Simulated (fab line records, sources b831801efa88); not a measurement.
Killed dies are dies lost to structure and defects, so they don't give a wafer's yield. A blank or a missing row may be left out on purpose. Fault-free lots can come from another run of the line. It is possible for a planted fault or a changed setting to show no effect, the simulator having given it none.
Comparing a struck lot with a sound one	flow sky130	43 steps out of a route of 708
Sound: the wafers L537.3, L537.5, L537.6. Struck: wafer L551.4. (L551.2 of the same lot was not struck and is left out.) The cause comes at the end.
Order at every step that has rows: each side's tool, ch and its chambers, its first start. Under that, the readings that differ: sound wafers	struck wafers	difference of the means	sigmas: that difference in standard deviations of wafers without a fault.
alike: readings with means less than 2 such deviations apart, plus words and numbers identical on both sides. not compared: withheld readings, readings lacking a value on some wafer, bounds such as >300 that could conceal the same value, and numbers that have no deviation in the record and whose values overlap.
A row with sigmas, a row that says differs or no value, or rows on one side alone: a step with any of these is where the two part. When numbers do not overlap yet have no deviation, they are printed without sigmas and do not part them. Lack of a reading on every wafer of one side parts them only where that side has two or more wafers.

first, 2 steps without rows for these wafers: SKY_LDD_HVN_PEB_05; SKY_LDD_HVN_DEVELOP_06 (develop time 60 s).
SKY_LDD_HVN_OVL_MEAS_07:
  struck on overlay-02, day 27 21:53; sound on overlay-01, day 22 18:22
  alike: LDD_HVN_OVL
next, for these wafers, 1 step has no rows: SKY_LDD_HVN_IMPLANT_08.
SKY_LDD_HVN_STRIP_09: strips in O2/N2.
  sound on plasma_asher-02 ch 0,1, day 22 18:35; struck on plasma_asher-02 ch 0, day 27 22:04
reading	sound	struck	difference	sigmas
oes_product_au (a.u.)	0.403 0.404 0.408	0.418	+0.013	+3
  alike: drypump_motor_current_A, n2_flow_sccm, strip_time_to_endpoint_s
  not compared: rf_hours_counter_h
SKY_LDD_HVN_TW_MEAS_10:
  struck on film_metro-03, day 27 22:11; sound on film_metro-02, day 22 18:40
reading	sound	struck	difference	sigmas
LDD_HVN_TW	1433 1433 1432	1405	-28	-3
then, 6 steps without rows for these wafers: SKY_LDD_HVP_DEHYDRATE_00 (time 60 s); SKY_LDD_HVP_HMDS_01 (prime time 60 s); SKY_LDD_HVP_COAT_02 (resist thk 300 nm); SKY_LDD_HVP_SOFTBAKE_03 (time 60 s); SKY_LDD_HVP_EXPOSE_04 (exposes mask HVPTM, target cd 700 nm); SKY_LDD_HVP_PEB_05.
SKY_LDD_HVP_DEVELOP_06: develop time 60 s.
  sound on litho_track-03 ch 0, day 24 00:53; struck on litho_track-03 ch 0, day 29 01:45
  alike: resist_line_temp_C
SKY_LDD_HVP_OVL_MEAS_07:
  struck on overlay-01, day 29 01:53; sound on overlay-01, day 24 00:59
reading	sound	struck	difference	sigmas
LDD_HVP_OVL (nm)	4.4 1.0 3.2	-1.1	-4.0	-2
next, for these wafers, 1 step has no rows: SKY_LDD_HVP_IMPLANT_08.
SKY_LDD_HVP_STRIP_09: strips in O2/N2.
  sound on plasma_asher-03 ch 0,1, day 24 01:12; struck on plasma_asher-03 ch 0, day 29 02:04
  alike: drypump_motor_current_A, n2_flow_sccm, oes_product_au, strip_time_to_endpoint_s
  not compared: rf_hours_counter_h
SKY_LDD_HVP_TW_MEAS_10:
  struck on film_metro-02, day 29 02:10; sound on film_metro-01, day 24 01:17
  alike: LDD_HVP_TW
then, 7 steps without rows for these wafers: SKY_LDD_LDN_DEHYDRATE_00 (time 60 s); SKY_LDD_LDN_HMDS_01 (prime time 60 s); SKY_LDD_LDN_COAT_02 (resist thk 1140 nm); SKY_LDD_LDN_SOFTBAKE_03 (time 60 s); SKY_LDD_LDN_EXPOSE_04 (exposes mask LDNTM, target cd 700 nm); SKY_LDD_LDN_PEB_05; SKY_LDD_LDN_DEVELOP_06 (develop time 60 s).
SKY_LDD_LDN_OVL_MEAS_07:
  struck on overlay-02, day 30 05:20; sound on overlay-02, day 25 04:32
  alike: LDD_LDN_OVL
then, 4 steps without rows for these wafers: SKY_LDD_LDN_IMPLANT_08; SKY_LDD_LDN_IMPLANT_09; SKY_LDD_LDN_IMPLANT_10; SKY_LDD_LDN_IMPLANT_11.
SKY_LDD_LDN_STRIP_12: strips in O2/N2.
  sound on plasma_asher-04 ch 0,1, day 25 05:12; struck on plasma_asher-01 ch 0, day 30 05:58
reading	sound	struck	difference	sigmas
n2_flow_sccm (sccm)	301.2 301.1 301.4	298.9	-2.3	-3
  alike: drypump_motor_current_A, oes_product_au, strip_time_to_endpoint_s
  not compared: rf_hours_counter_h
SKY_LDD_LDN_TW_MEAS_13:
  struck on film_metro-01, day 30 06:04; sound on film_metro-01, day 25 05:17
  alike: LDD_LDN_TW
then, 2 steps without rows for these wafers: SKY_LDD_LDN_CLEAN_14 (cleans in SC1/SC2, time 150 s); SKY_SPACER_CVD_00 (deposits Si3N4 from DCS/NH3, target thk 43.1 nm, time 740 s).
SKY_SPACER_THK_MEAS_01:
  struck on film_metro-01, day 30 07:23; sound on film_metro-02, day 25 07:36
  alike: SPACER_CVD_00_THK
SKY_SPACER_ETCHBACK_02: etches Si3N4 in CH3F/O2, stops on SiO2, time 46.7 s, target depth 45 nm.
  sound on rie_diel-02 ch 0,1, day 25 07:38; struck on rie_diel-01 ch 3, day 30 07:26
reading	sound	struck	difference	sigmas
drypump_motor_current_A (A)	4.9 5.7 4.9	6.1	+0.9	+2
  alike: oes_product_au, throttle_valve_pct
  not compared: rf_hours_counter_h
then, 7 steps without rows for these wafers: SKY_POLY_CUT_DEHYDRATE_00 (time 60 s); SKY_POLY_CUT_HMDS_01 (prime time 60 s); SKY_POLY_CUT_COAT_02 (resist thk 60 nm); SKY_POLY_CUT_COAT_03 (resist thk 450 nm); SKY_POLY_CUT_SOFTBAKE_04 (time 90 s); SKY_POLY_CUT_EXPOSE_05 (exposes mask NPCM, target cd 270 nm); SKY_POLY_CUT_PEB_06.
-- a jump in the record: the struck wafers' starts before and after are 20 days apart (it breaks off in module POLY_CUT and resumes in module PAD_OPEN, where the first step shown is number 708 of the route) --
SKY_PAD_OPEN_PROBE_99:
  record: rows for the struck wafers here (prober-02, day 50 13:30), none for the sound ones

WHERE THEY PART
Earliest at SKY_LDD_HVN_STRIP_09; latest, in this record, at SKY_PAD_OPEN_PROBE_99.

WHY: whatever the simulator had introduced
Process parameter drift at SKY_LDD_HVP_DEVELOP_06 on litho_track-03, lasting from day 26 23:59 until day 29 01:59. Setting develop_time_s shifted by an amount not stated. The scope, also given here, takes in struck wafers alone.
